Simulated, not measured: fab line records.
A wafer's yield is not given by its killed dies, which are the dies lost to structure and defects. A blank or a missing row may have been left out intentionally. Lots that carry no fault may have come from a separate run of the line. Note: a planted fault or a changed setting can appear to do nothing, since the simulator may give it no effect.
Matching of chambers || flow sky130 || pecvd-02 running SKY_CONTACT_CVD_00: 3 sister chambers
The step deposits Si3N4, target thk 75 nm. 3 wafers are shown with their chamber, then 9 later ones without.

== WAFERS WITH THEIR CHAMBER ==
{"wafer": "L086.4", "chamber": 2, "heater power w (W)": 755}
{"wafer": "L089.2", "chamber": 0, "heater power w (W)": 808}
{"wafer": "L089.5", "chamber": 1, "heater power w (W)": 733}

== WAFERS WITHOUT THEIR CHAMBER ==
{"wafer": "L088.1", "heater power w (W)": 772}
{"wafer": "L088.3", "heater power w (W)": 640}
{"wafer": "L088.5", "heater power w (W)": 744}
{"wafer": "L093.1", "heater power w (W)": 783}
{"wafer": "L093.3", "heater power w (W)": 657}
{"wafer": "L093.6", "heater power w (W)": 784}
{"wafer": "L094.2", "heater power w (W)": 651}
{"wafer": "L094.4", "heater power w (W)": 693}
{"wafer": "L094.5", "heater power w (W)": 637}

== THE CHAMBER EACH PASSED THROUGH ==
{"wafer": "L088.1", "from the rows above": "can't be placed: 2 or 0 or 1", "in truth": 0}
{"wafer": "L088.3", "from the rows above": "can't be placed: 1 or 2 or 0", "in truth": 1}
{"wafer": "L088.5", "from the rows above": "can't be placed: 1 or 2 or 0", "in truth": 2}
{"wafer": "L093.1", "from the rows above": "can't be placed: 0 or 2 or 1", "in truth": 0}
{"wafer": "L093.3", "from the rows above": "can't be placed: 1 or 2 or 0", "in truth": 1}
{"wafer": "L093.6", "from the rows above": "can't be placed: 0 or 2 or 1", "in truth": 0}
{"wafer": "L094.2", "from the rows above": "can't be placed: 1 or 2 or 0", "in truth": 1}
{"wafer": "L094.4", "from the rows above": "can't be placed: 1 or 2 or 0", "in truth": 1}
{"wafer": "L094.5", "from the rows above": "can't be placed: 1 or 2 or 0", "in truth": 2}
Placed correctly: 0 of 9. From these rows, 9 cannot be placed; in 9 the true chamber is one of the candidates. Wrongly placed: 0.
How it was worked out, from the rows above alone: a wafer's distance from a chamber is the root of the sum, over the readings, of the square of ((its reading less the chamber's mean) divided by the reading's scatter). If the next closest chamber is less than 2 further off than the closest, the wafer can't be placed; otherwise it belongs to the closest. For every chamber, the mean is computed from those of its wafers that are shown. The scatter (one wafer shown for each chamber): square how far every hidden wafer sits from the nearest shown wafer, average those squares and take the square root.
